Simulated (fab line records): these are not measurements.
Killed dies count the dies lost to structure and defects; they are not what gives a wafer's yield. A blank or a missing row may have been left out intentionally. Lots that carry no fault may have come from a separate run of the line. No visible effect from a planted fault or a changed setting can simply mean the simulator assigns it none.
One fault seen from 2 desks	flow sfq line	only its own numbers are on each desk; what lay behind them is given at the end

METROLOGY DESK
What the gauges read for every lot (on any tool): the sampled wafers with a number, averaged. Any lot whose mean is over 4 standard deviations away from the usual mean is out of limits and marked OUT; that distance is given in the brackets.
Columns: A = I3_OVL at SFQ_I3_OVL_MEAS_923, usual 0 nm; B = M4_NB_RS at SFQ_M4_RS_MEAS_924, usual 0.891 ohm/sq; C = M4_OVL at SFQ_M4_OVL_MEAS_926, usual -1 nm; D = I4_BOW at SFQ_I4_BOW_MEAS_927, usual 1 um; E = I4_OVL at SFQ_I4_OVL_MEAS_928, usual -3 nm; F = JJ_NB_RS at SFQ_JJ_RS_MEAS_929, usual 1.047 ohm/sq; G = M8_BOW at SFQ_M8_BOW_MEAS_951, usual 8 um
lot	first seen here	A	B	C	D	E	F	G
L103	day 49 05:16	-7	0.889	1	-4	0	1.049	1
L113	day 53 14:53	8	0.889	3	-13	-7	1.025	-14
L117	day 54 19:48	-6	0.882	-7	6	-8	1.046	10
L118	day 55 10:50	6	0.892	-5	8	-1	1.038	7
L119	day 55 22:50	-6	0.904	-7	20	-5	1.046	37
L124	day 57 06:00	6	0.892	1	4	-5	1.044	22
L126	day 57 08:24	-5	0.899	-4	2	0	1.053	13
This desk's verdict: no lot among the 7 shows anything out of limits.

THE TOOL OWNER'S DESK: krf scanner-01
The tool's own readings at SFQ_TRILAYER_M4_LITHO_EXPOSE_094 (exposes mask M4, target cd 500 nm): means of the sampled wafers that have a number, for each lot that ran on this tool. Any lot whose mean is over 4 standard deviations away from the usual mean is out of limits and marked OUT; that distance is given in the brackets.
Columns: A = reticle temp C at SFQ_TRILAYER_M4_LITHO_EXPOSE_094, usual 23.00 C
lot	first seen here	A
L103	day 53 09:46	22.97
L117	day 59 05:31	22.88
L118	day 59 19:55	23.00
L119	day 60 09:07	23.11
This desk's verdict: no lot among the 4 shows anything out of limits.

ALL TOGETHER
The metrology desk saw nothing out of limits.
The desk of the tool owner found nothing out of limits.

WHAT THE SIMULATOR HAD INSERTED
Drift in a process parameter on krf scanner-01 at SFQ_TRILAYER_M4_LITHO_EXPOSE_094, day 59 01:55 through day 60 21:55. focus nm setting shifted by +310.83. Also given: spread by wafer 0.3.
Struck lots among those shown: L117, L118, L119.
